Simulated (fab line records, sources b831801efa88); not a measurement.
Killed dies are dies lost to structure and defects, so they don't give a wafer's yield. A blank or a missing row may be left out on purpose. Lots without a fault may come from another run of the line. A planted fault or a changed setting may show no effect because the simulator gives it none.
fab line records | flow sky130
record lots=13 wafers=38 last_day=50
route steps=708 shown PWDE@47 NWELL@68 VT_ADJUST_HVTP@93 PAD_OPEN@708
lots that met no fault: from a run of the same line without faults
start_h: hours from the record's first day to the start of the lot's first wafer shown | wait_h: hours since the lot's step before | " the same as in the row above | L1.1+2: a row that stands for several wafers | - no value, or no start given | * or withheld: withheld | < > ~ a bound
route shown NAME@n: a module of which the file shows steps, and the number in the route of the first | usual: mean/standard deviation of fault-free wafers | same: alike in all rows | chamber/n: place in a boat | sites: the reading at each site | _std_site: their standard deviation | _edge_site: outer sites' mean less inner sites' | radius_mm: how far each site lies from the wafer's centre | mask NAME#n: copy n | behind: the tool/chamber that last shaped the wafer | hold: why the lot was held/for how many hours/how that ended | device: the transistor (n, p or np) that didn't switch | end of line: the same wafers' tests at the end of the route | a step without rows: its recipe alone | killed: dies lost to structure and defects at the first sort, not the wafer's yield | map: a wafer's dies, x killed, . not, _ none there
set.NAME: the setting as run; set.NAME@STEP: as run at that earlier step | model.NAME: the simulator's own value behind a step, which no gauge read
steps of the route over a sample of lots; a table a step, a row a wafer
services: from which hour (start_h, from the record's first day; less than 0 if before it) a tool's chamber was out of use, for how many hours, and why
## steps
# step SKY_PWDE_COAT_02
# recipe spin_rpm=2000 resist_thk_nm=3000
# usual spin_speed_rpm=1999.9/1.2
# columns lot.wafer tool chamber start_h wait_h spin_speed_rpm
L275.1 litho_track-02 0 59.62 0.1 2000.3
L275.4 " 0 " " 2001.2
L275.5 " 0 " " 2000.9
L277.1 litho_track-03 0 71.49 0.1 2000.4
L277.2 " 0 " " 2001.0
L277.6 " 0 " " 2000.3
L278.4 litho_track-02 0 78.45 0.1 1999.3
L278.5 " 0 " " 2001.1
L278.6 " 0 " " 2000.7
L279.1 litho_track-04 0 83.61 0.1 2001.5
L279.2 " 0 " " 2000.0
L279.5 " 0 " " 2000.4
L280.1 litho_track-02 0 87.92 0.1 1998.7
L280.3 " 0 " " 2000.1
L280.6 " 0 " " 2000.5
L281.1 litho_track-02 0 94.37 0.1 1998.1
L281.4 " 0 " " 1999.9
L281.6 " 0 " " 1997.8
L283.1 litho_track-02 0 104.07 0.1 2000.1
L283.3 " 0 " " 1999.9
L283.5 " 0 " " 1998.1
L292.1 litho_track-02 0 156.62 0.1 1998.2
L292.5 " 0 " " 1997.9
L293.2 litho_track-02 0 158.20 0.1 2000.5
L293.4 " 0 " " 1998.1
L293.5 " 0 " " 2000.2
L294.1 litho_track-03 0 163.03 0.1 1998.8
L294.2 " 0 " " 2000.9
L294.6 " 0 " " 1999.6
L295.1 litho_track-04 0 169.31 0.1 1998.8
L295.3 " 0 " " 2000.0
L295.5 " 0 " " 1999.2
L297.2 litho_track-03 0 189.76 0.1 1999.5
L297.3 " 0 " " 1998.5
L297.6 " 0 " " 1999.2
L298.2 litho_track-04 0 190.28 0.1 1998.9
L298.4 " 0 " " 1998.3
L298.5 " 0 " " 2000.2
# step SKY_PWDE_STRIP_09
# recipe chemistry=O2/N2 power_w=1400 pressure_mtorr=1500 platen_temp_c=withheld o2_flow_sccm=3000 n2_flow_sccm=300 overash_fraction=0.5
# usual drypump_motor_current_A=5.9/0.46 o2_flow_sccm=2998/8.2 oes_product_au=0.723/0.0046 strip_time_to_endpoint_s=36.90/0.12
# columns lot.wafer tool chamber start_h wait_h drypump_motor_current_A o2_flow_sccm oes_product_au rf_hours_counter_h strip_time_to_endpoint_s
L275.1 plasma_asher-02 1 67.77 0.1 5.7 3007 0.726 39 36.75
L275.4 " 0 " " 5.3 3004 0.718 - 36.80
L275.5 " 0 " " 5.4 3011 0.729 - 36.88
L277.1 plasma_asher-03 0 80.34 0.1 5.6 3010 0.726 38 36.86
L277.2 " 1 " " 5.7 2994 0.728 38 36.82
L277.6 " 1 " " 5.7 2986 0.722 - 36.95
L278.4 plasma_asher-01 0 86.89 0.1 6.5 2994 0.718 - 36.73
L278.5 " 0 " " 6.5 3005 0.723 - 36.82
L278.6 " 1 " " 6.6 2983 0.728 - 36.86
L279.1 plasma_asher-03 0 91.99 0.1 5.6 3001 0.728 39 37.07
L279.2 " 1 " " 5.7 3003 0.722 39 37.04
L279.5 " 0 " " 5.6 3001 0.716 - 37.07
L280.1 plasma_asher-01 0 97.01 0.1 6.4 3007 0.721 28 36.96
L280.3 " 1 " " 6.6 2997 0.716 - 36.93
L280.6 " 1 " " 6.6 2984 0.720 - 36.84
L281.1 plasma_asher-03 1 103.31 0.1 5.7 2992 0.725 40 36.83
L281.4 " 1 " " 5.7 2986 0.714 - 36.88
L281.6 " 1 " " 5.7 2996 0.718 - 36.89
L283.1 plasma_asher-01 0 113.71 0.1 6.5 3001 0.725 30 36.84
L283.3 " 1 " " 6.6 3005 0.722 - 36.84
L283.5 " 0 " " 6.5 3000 0.725 - 36.88
L292.1 plasma_asher-03 0 166.56 0.1 5.6 3000 0.712 46 16.26
L292.5 " 1 " " 5.7 3000 0.717 - 16.32
L293.2 plasma_asher-01 0 168.46 0.1 6.5 3002 0.729 34 36.96
L293.4 " 1 " " 6.6 2995 0.724 - 36.82
L293.5 " 0 " " 6.5 3005 0.726 - 16.26
L294.1 plasma_asher-01 1 173.44 0.1 6.6 2994 0.720 35 37.10
L294.2 " 0 " " 6.5 3004 0.721 35 36.91
L294.6 " 1 " " 6.6 2997 0.726 - 36.87
L295.1 plasma_asher-01 1 180.42 0.1 6.6 3004 0.721 36 36.95
L295.3 " 1 " " 6.6 2995 0.719 - 37.07
L295.5 " 1 " " 6.5 3006 0.721 - 37.06
L297.2 plasma_asher-03 1 201.34 0.1 5.7 2997 0.729 50 36.98
L297.3 " 0 " " 5.6 2999 0.721 - 36.88
L297.6 " 1 " " 5.8 2997 0.717 - 37.03
L298.2 plasma_asher-01 1 201.51 0.1 6.5 2997 0.719 38 36.68
L298.4 " 0 " " 6.5 2993 0.720 - 36.72
L298.5 " 1 " " 6.6 2994 0.723 - 36.87
# step SKY_NWELL_TW_MEAS_15
# usual NWELL_TW=1806/13
# columns lot.wafer tool chamber start_h wait_h NWELL_TW
L275.1 film_metro-02 - 85.37 0.1 1797
L275.4 " - " " 1801
L275.5 " - " " 1797
L277.1 film_metro-04 - 97.41 0.1 1802
L277.2 " - " " 1800
L277.6 " - " " 1802
L278.4 film_metro-02 - 105.00 0.1 1792
L278.5 " - " " 1796
L278.6 " - " " 1804
L279.1 film_metro-02 - 109.47 0.1 1785
L279.2 " - " " 1798
L279.5 " - " " 1791
L280.1 film_metro-02 - 115.89 0.1 1800
L280.3 " - " " 1791
L280.6 " - " " 1795
L281.1 film_metro-03 - 121.91 0.1 1806
L281.4 " - " " 1813
L281.6 " - " " 1803
L283.1 film_metro-03 - 132.42 0.1 1816
L283.3 " - " " 1814
L283.5 " - " " 1821
L292.1 film_metro-02 - 188.17 0.1 1790
L292.5 " - " " 1787
L293.2 film_metro-03 - 188.92 0.1 1809
L293.4 " - " " 1814
L293.5 " - " " 1811
L294.1 film_metro-02 - 195.49 0.1 1793
L294.2 " - " " 1791
L294.6 " - " " 1794
L295.1 film_metro-04 - 203.17 0.1 1805
L295.3 " - " " 1808
L295.5 " - " " 1791
L297.2 film_metro-04 - 223.27 0.1 1801
L297.3 " - " " 1804
L297.6 " - " " 1805
L298.2 film_metro-03 - 224.22 0.1 1830
L298.4 " - " " 1837
L298.5 " - " " 1828
# step SKY_NWELL_OVL_MEAS_23
# usual NWELL_01_OVL=-0.5/1.3
# columns lot.wafer tool chamber start_h wait_h NWELL_01_OVL[nm]
L275.1 overlay-01 - 102.27 - -1.0
L275.4 " - " " -0.2
L275.5 " - " " 0.9
L277.1 overlay-01 - 115.66 - -1.8
L277.2 " - " " -0.1
L277.6 " - " " -1.2
L278.4 overlay-01 - 122.68 - -1.0
L278.5 " - " " -0.4
L278.6 " - " " 0.4
L279.1 overlay-01 - 127.56 - -0.7
L279.2 " - " " 1.1
L279.5 " - " " 0.4
L280.1 overlay-01 - 134.51 - -1.8
L280.3 " - " " -0.3
L280.6 " - " " -0.7
L281.1 overlay-02 - 140.77 - -1.8
L281.4 " - " " -0.7
L281.6 " - " " -0.8
L283.1 overlay-01 - 151.33 - -1.9
L283.3 " - " " 2.4
L283.5 " - " " -0.7
L292.1 overlay-02 - 209.66 - 0.1
L292.5 " - " " -0.7
L293.2 overlay-01 - 210.31 - -0.1
L293.4 " - " " 0.7
L293.5 " - " " 0.4
L294.1 overlay-02 - 216.43 - -2.4
L294.2 " - " " -1.8
L294.6 " - " " 0.5
L295.1 overlay-01 - 225.13 - 2.6
L295.3 " - " " 1.8
L295.5 " - " " 1.6
L297.2 overlay-01 - 247.06 - -0.5
L297.3 " - " " 1.1
L297.6 " - " " 0.6
L298.2 overlay-02 - 247.83 - -1.9
L298.4 " - " " -0.6
L298.5 " - " " -4.2
# step SKY_VT_ADJUST_HVTP_OVL_MEAS_08
# usual VT_ADJUST_HVTP_OVL=-0.5/1.4
# columns lot.wafer tool chamber start_h wait_h VT_ADJUST_HVTP_OVL[nm]
L275.1 overlay-02 - 121.13 0.1 -3.1
L275.4 " - " " -1.4
L275.5 " - " " -1.8
L277.1 overlay-01 - 135.44 0.1 0.5
L277.2 " - " " -0.2
L277.6 " - " " 0.1
L278.4 overlay-02 - 142.46 0.1 -0.2
L278.5 " - " " -0.6
L278.6 " - " " -2.4
L279.1 overlay-02 - 147.59 0.1 -0.3
L279.2 " - " " -1.7
L279.5 " - " " -0.3
L280.1 overlay-01 - 154.09 0.1 -2.1
L280.3 " - " " -1.0
L280.6 " - " " -0.9
L281.1 overlay-01 - 160.53 0.1 -0.7
L281.4 " - " " -0.7
L281.6 " - " " -1.4
L283.1 overlay-02 - 171.29 0.1 -0.4
L283.3 " - " " 0.3
L283.5 " - " " -0.4
L292.1 overlay-01 - 232.33 0.1 0.6
L292.5 " - " " 2.0
L293.2 overlay-02 - 233.85 0.1 0.9
L293.4 " - " " -2.3
L293.5 " - " " 0.3
L294.1 overlay-01 - 240.28 0.1 0.9
L294.2 " - " " 1.9
L294.6 " - " " 1.0
L295.1 overlay-01 - 249.14 0.1 -1.2
L295.3 " - " " 1.7
L295.5 " - " " -0.6
L297.2 overlay-01 - 273.00 0.1 -0.8
L297.3 " - " " 1.5
L297.6 " - " " 0.5
L298.2 overlay-02 - 273.73 0.1 -0.5
L298.4 " - " " 1.2
L298.5 " - " " 0.5
# step SKY_PAD_OPEN_PROBE_99
# usual killed_at_M0_to_M3=45/6.8 killed_at_M4_up=3.2/1.6 killed_at_contacts=24/5.1 killed_at_front_end=14/4.4 killed_at_other=0.4/0.65 killed_dies=87/8.8 killed_on_rim=17/3.6 killed_open=47/7.2 killed_short=39/6.1
# same gross_dies=492 killed_at_back_side=0
# columns lot.wafer tool chamber start_h wait_h killed_at_M0_to_M3 killed_at_M4_up killed_at_contacts killed_at_front_end killed_at_other killed_dies killed_on_rim killed_open killed_short
L292.1 prober-01 - 1174.47 0.1 41 5 28 253 0 327 94 45 44
L292.5 prober-01 - 1174.67 0.2 46 5 20 251 0 322 93 40 40
L293.2 prober-02 - 1176.88 0.1 55 4 28 9 0 96 16 57 39
L293.4 prober-02 - 1176.98 0.2 48 1 26 12 1 88 20 52 36
L293.5 prober-02 - 1177.03 0.2 36 2 19 257 0 314 93 37 34
L294.1 prober-01 - 1193.47 0.1 49 3 16 14 0 82 19 45 37
L294.2 prober-01 - 1193.52 0.1 51 2 24 18 0 95 21 58 37
L294.6 prober-01 - 1193.72 0.2 44 2 28 17 0 91 13 44 47
# killed by level:class
L292.1 PWDE:area_expose=238 CONTACT:geometric_particle:open=9 VIA2:geometric_particle:open=8 CONTACT:geometric_particle:short=7 LI_CONTACT:geometric_particle:open=7 METAL1:geometric_particle:short=6 VIA3:geometric_particle:short=6 VIA1:geometric_particle:open=5
L292.5 PWDE:area_expose=241 VIA1:geometric_particle:open=9 LI_CONTACT:geometric_particle:open=8 METAL1:geometric_particle:short=7 VIA2:geometric_particle:open=6 VIA1:geometric_particle:short=6 CONTACT:geometric_particle:open=5 METAL2:geometric_particle:short=5
L293.2 VIA1:geometric_particle:open=15 CONTACT:geometric_particle:open=11 LI_CONTACT:geometric_particle:open=9 METAL2:geometric_particle:short=7 VIA2:geometric_particle:open=7 VIA1:geometric_particle:short=6 FIELD_ISO:geometric_particle:open=4 FIELD_ISO:geometric_particle:short=4
L293.4 CONTACT:geometric_particle:open=12 VIA1:geometric_particle:open=12 LI_CONTACT:geometric_particle:open=7 VIA2:geometric_particle:open=7 METAL1:geometric_particle:short=5 METAL2:geometric_particle:short=5 POLY_GATE:geometric_particle:open=4 LOCAL_INTERCONNECT:geometric_particle:short=4
L293.5 PWDE:area_expose=243 METAL2:geometric_particle:short=9 LI_CONTACT:geometric_particle:open=8 POLY_GATE:geometric_particle:short=6 VIA1:geometric_particle:open=6 VIA2:geometric_particle:open=5 POLY_GATE:geometric_particle:open=4 METAL1:geometric_particle:short=4
L294.1 VIA1:geometric_particle:open=12 VIA2:geometric_particle:open=9 METAL1:geometric_particle:short=7 CONTACT:geometric_particle:open=6 VIA3:geometric_particle:open=6 POLY_GATE:geometric_particle:short=5 POLY_GATE:geometric_particle:open=4 LI_CONTACT:geometric_particle:open=4
L294.2 VIA1:geometric_particle:open=13 CONTACT:geometric_particle:open=11 METAL2:geometric_particle:short=7 LI_CONTACT:geometric_particle:open=6 VIA3:geometric_particle:open=6 METAL1:geometric_particle:short=5 VIA2:geometric_particle:open=5 FIELD_ISO:geometric_particle:open=4
L294.6 VIA1:geometric_particle:open=12 CONTACT:geometric_particle:open=10 METAL1:geometric_particle:short=8 LOCAL_INTERCONNECT:geometric_particle:short=7 POLY_GATE:geometric_particle:short=6 VIA3:geometric_particle:open=6 FIELD_ISO:geometric_particle:short=5 LI_CONTACT:geometric_particle:open=4
## services
# columns tool chamber start_h hours kind
plasma_asher-03 - 61.52 14.6 pm
plasma_asher-03 - 106.84 2.8 pm
plasma_asher-03 - 111.70 3.8 repair
plasma_asher-01 - 132.14 14.6 pm
plasma_asher-02 - 179.01 2.8 pm
plasma_asher-01 - 190.71 1.3 repair
## key
first_sign step=SKY_PWDE_STRIP_09 reading=strip_time_to_endpoint_s direction=down sigmas=99+ usual=* struck=*
effect step=SKY_PAD_OPEN_PROBE_99 reading=killed_at_front_end direction=up sigmas=54 usual=14 struck=254
more_kills_born_at SKY_PWDE_EXPOSE_04@iline_stepper-02=722
met_at SKY_PWDE_COAT_02
struck_lots L292,L293
struck_wafers L292.1,L292.5,L293.5
tester_left_out L292,L293
not_acting_at SKY_NWELL_TW_MEAS_15,SKY_NWELL_OVL_MEAS_23,SKY_VT_ADJUST_HVTP_OVL_MEAS_08
onset_between 104.07 156.62
fault kind=process_parameter_drift tool=litho_track-02 chamber=- onset_h=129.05 steps=SKY_PWDE_COAT_02 channel=resist_thk_nm offset=-1768.3 shape=step end_h=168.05 scope=struck_wafers_only acts_in=these_recipes_only stated=3000
# tester_left_out: of these lots the tester's yield and bins aren't shown, on N5 and GAA mostly nor the transistor test; their killed dies are dies lost to structure and defects alone, not to doping, threshold or leakage, so they don't give the yield
